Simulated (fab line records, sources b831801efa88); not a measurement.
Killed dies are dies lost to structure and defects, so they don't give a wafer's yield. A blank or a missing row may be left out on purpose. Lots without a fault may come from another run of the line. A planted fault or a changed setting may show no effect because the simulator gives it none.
Which tool did it? | flow sky130 | 12 lots, 36 wafers sampled, at 5 steps of a route of 708

WHAT THE GAUGES READ, wafer by wafer
SKY_NWELL_THK_MEAS_02.
lot  | measured    | on            | NWELL_OXIDATION_THK (nm)
L579 | day 2 13:20 | film_metro-03 | 10.08 10.03 10.11
L580 | day 2 19:07 | film_metro-02 | 10.32 10.13 10.28
L581 | day 3 01:12 | film_metro-03 | 10.17 10.14 10.32
L583 | day 3 08:22 | film_metro-03 | 9.72 9.78 9.81
L585 | day 3 19:34 | film_metro-03 | 9.72 9.69 10.02
L587 | day 4 08:08 | film_metro-03 | 10.17 9.99 9.95
L588 | day 4 12:32 | film_metro-02 | 10.06 9.98 9.98
L589 | day 4 16:42 | film_metro-03 | 10.09 10.06 10.04
L591 | day 5 02:13 | film_metro-03 | 9.94 9.82 9.99
L598 | day 6 16:34 | film_metro-01 | 9.88 9.95 10.10
L601 | day 7 12:35 | film_metro-02 | 9.82 9.89 10.04
L602 | day 7 14:52 | film_metro-01 | 10.22 10.09 10.10

SKY_PWDE_TW_MEAS_10.
lot  | measured    | on            | PWDE_TW
L579 | day 3 21:08 | film_metro-03 | 373.2 371.9 371.7
L580 | day 4 04:16 | film_metro-02 | 374.5 372.9 376.4
L581 | day 4 09:58 | film_metro-02 | 376.4 377.9 376.7
L583 | day 4 18:52 | film_metro-02 | 377.9 375.8 376.6
L585 | day 5 06:06 | film_metro-01 | 377.9 376.7 378.2
L587 | day 5 21:02 | film_metro-01 | 376.9 377.4 377.3
L588 | day 6 00:54 | film_metro-01 | 375.0 375.5 375.5
L589 | day 6 06:55 | film_metro-02 | 372.9 372.5 373.2
L591 | day 6 17:08 | film_metro-01 | 373.6 375.0 375.0
L598 | day 8 08:55 | film_metro-02 | 371.8 371.7 372.7
L601 | day 9 07:11 | film_metro-01 | 374.0 373.4 373.3
L602 | day 9 10:04 | film_metro-03 | 372.4 369.9 369.5

SKY_NWELL_OVL_MEAS_23.
lot  | measured     | on         | NWELL_01_OVL (nm)
L579 | day 5 08:35  | overlay-02 | 0.6 0.3 0.3
L580 | day 5 16:35  | overlay-01 | -0.1 -0.4 -0.7
L581 | day 5 22:53  | overlay-01 | 1.4 -0.9 -0.6
L583 | day 6 08:19  | overlay-01 | -2.5 -1.9 -1.5
L585 | day 6 19:40  | overlay-01 | 1.3 2.2 1.6
L587 | day 7 13:18  | overlay-02 | -2.1 -2.4 -2.1
L588 | day 7 15:50  | overlay-02 | -2.8 -2.1 -1.3
L589 | day 7 23:26  | overlay-01 | 172.1 172.5 173.2
L591 | day 8 10:29  | overlay-01 | 173.7 173.4 173.8
L598 | day 10 05:54 | overlay-02 | 1.5 1.7 1.3
L601 | day 11 06:53 | overlay-02 | -0.5 -1.9 -1.2
L602 | day 11 09:28 | overlay-01 | 0.7 0.1 -1.2

WHICH TOOL RAN EACH LOT (tool, then ch and the chambers of the sampled wafers, then the start)
lot  | SKY_DNWELL_STRIP_08                 | SKY_NWELL_EXPOSE_20
L579 | plasma_asher-03 ch 0,1, day 3 05:14 | iline_stepper-02 ch 0, day 4 23:21
L580 | plasma_asher-03 ch 0,1, day 3 11:25 | iline_stepper-02 ch 0, day 5 07:29
L581 | plasma_asher-03 ch 0,1, day 3 16:50 | iline_stepper-02 ch 0, day 5 13:31
L583 | plasma_asher-01 ch 0,1, day 4 01:11 | iline_stepper-02 ch 0, day 5 23:20
L585 | plasma_asher-04 ch 0,1, day 4 12:19 | iline_stepper-02 ch 0, day 6 10:17
L587 | plasma_asher-03 ch 0,1, day 5 01:32 | iline_stepper-02 ch 0, day 7 03:21
L588 | plasma_asher-03 ch 0,1, day 5 06:02 | iline_stepper-01 ch 0, day 7 06:04
L589 | plasma_asher-04 ch 0,1, day 5 10:58 | iline_stepper-02 ch 0, day 7 13:07
L591 | plasma_asher-03 ch 0,1, day 5 20:56 | iline_stepper-02 ch 0, day 7 23:55
L598 | plasma_asher-04 ch 0,1, day 7 12:05 | iline_stepper-01 ch 0, day 9 18:06
L601 | plasma_asher-01 ch 0,1, day 8 09:10 | iline_stepper-01 ch 0, day 10 18:38
L602 | plasma_asher-01 ch 0,1, day 8 12:10 | iline_stepper-01 ch 0, day 10 21:40
- SKY_DNWELL_STRIP_08: strips in O2/N2.
- SKY_NWELL_EXPOSE_20: exposes mask NWM COMPLEMENT, target cd 840 nm.

WHAT THE TOOLS THEMSELVES READ (means of the sampled wafers that have a number; where no wafer has one, the mark that the record gives instead)
SKY_DNWELL_STRIP_08.
lot  | tool            | drypump_motor_current_A (A) | oes_product_au (a.u.) | strip_time_to_endpoint_s (s)
L579 | plasma_asher-03 | 6.4                         | 0.721                 | 36.93
L580 | plasma_asher-03 | 6.4                         | 0.720                 | 36.97
L581 | plasma_asher-03 | 6.4                         | 0.729                 | 36.81
L583 | plasma_asher-01 | 5.7                         | 0.726                 | 37.07
L585 | plasma_asher-04 | 5.7                         | 0.728                 | 36.97
L587 | plasma_asher-03 | 6.1                         | 0.721                 | 36.82
L588 | plasma_asher-03 | 6.5                         | 0.724                 | 37.07
L589 | plasma_asher-04 | 5.5                         | 0.722                 | 36.90
L591 | plasma_asher-03 | 6.1                         | 0.724                 | 36.75
L598 | plasma_asher-04 | 5.7                         | 0.724                 | 36.81
L601 | plasma_asher-01 | 5.6                         | 0.722                 | 36.94
L602 | plasma_asher-01 | 5.6                         | 0.722                 | 37.02

SKY_NWELL_EXPOSE_20.
lot  | tool             | exposure_dose_mJ_cm2
L579 | iline_stepper-02 | 260.00
L580 | iline_stepper-02 | 259.98
L581 | iline_stepper-02 | 260.14
L583 | iline_stepper-02 | 260.06
L585 | iline_stepper-02 | 260.19
L587 | iline_stepper-02 | 259.54
L588 | iline_stepper-01 | 260.59
L589 | iline_stepper-02 | 260.10
L591 | iline_stepper-02 | 259.68
L598 | iline_stepper-01 | 260.08
L601 | iline_stepper-01 | 259.56
L602 | iline_stepper-01 | 259.84

THE ANSWER, worked out from the rows above alone
Rule: what is usual is taken from the lots themselves. Put in order of their means at a reading, lots are off if they are a third of the lots or fewer, leave a main group of 4 or more, and stand apart from it by a gap of 3 or more times the standard deviation of the main group's means; of several such gaps the widest counts. A main group whose means are all the same, to the digits that the tables above print for the reading, isn't used. A lot without any number at a reading at which 4 lots or more have one is off too. The other lots that the step has rows for count as sound. The gauges are gone through in route order, then the tools' own readings, and for those a lot's mean is taken as printed above. The first step at which some lot is off is used, and at that step the reading that is off furthest; a lot without a number counts as furthest.
Off: L589, L591, at SKY_NWELL_OVL_MEAS_23 (NWELL_01_OVL). The main group: mean -0.4 nm, standard deviation 1.3.
A tool fits if, at a process step before that reading, it ran every lot that is off, and no sound lot after the first of them. The gauges at SKY_NWELL_OVL_MEAS_23 are tried like those tools. One fits: iline_stepper-02 at SKY_NWELL_EXPOSE_20. Its last sound lot is L587 (day 7 03:21), its first lot that is off L589 (day 7 13:07): a fault that began between those two fits.

WHAT THE SIMULATOR HAD PUT IN
Scanner matching overlay: iline_stepper-02, from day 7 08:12 on, at SKY_NWELL_EXPOSE_20. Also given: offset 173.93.
Lots struck among those shown: L589, L591. The rule above found the same.
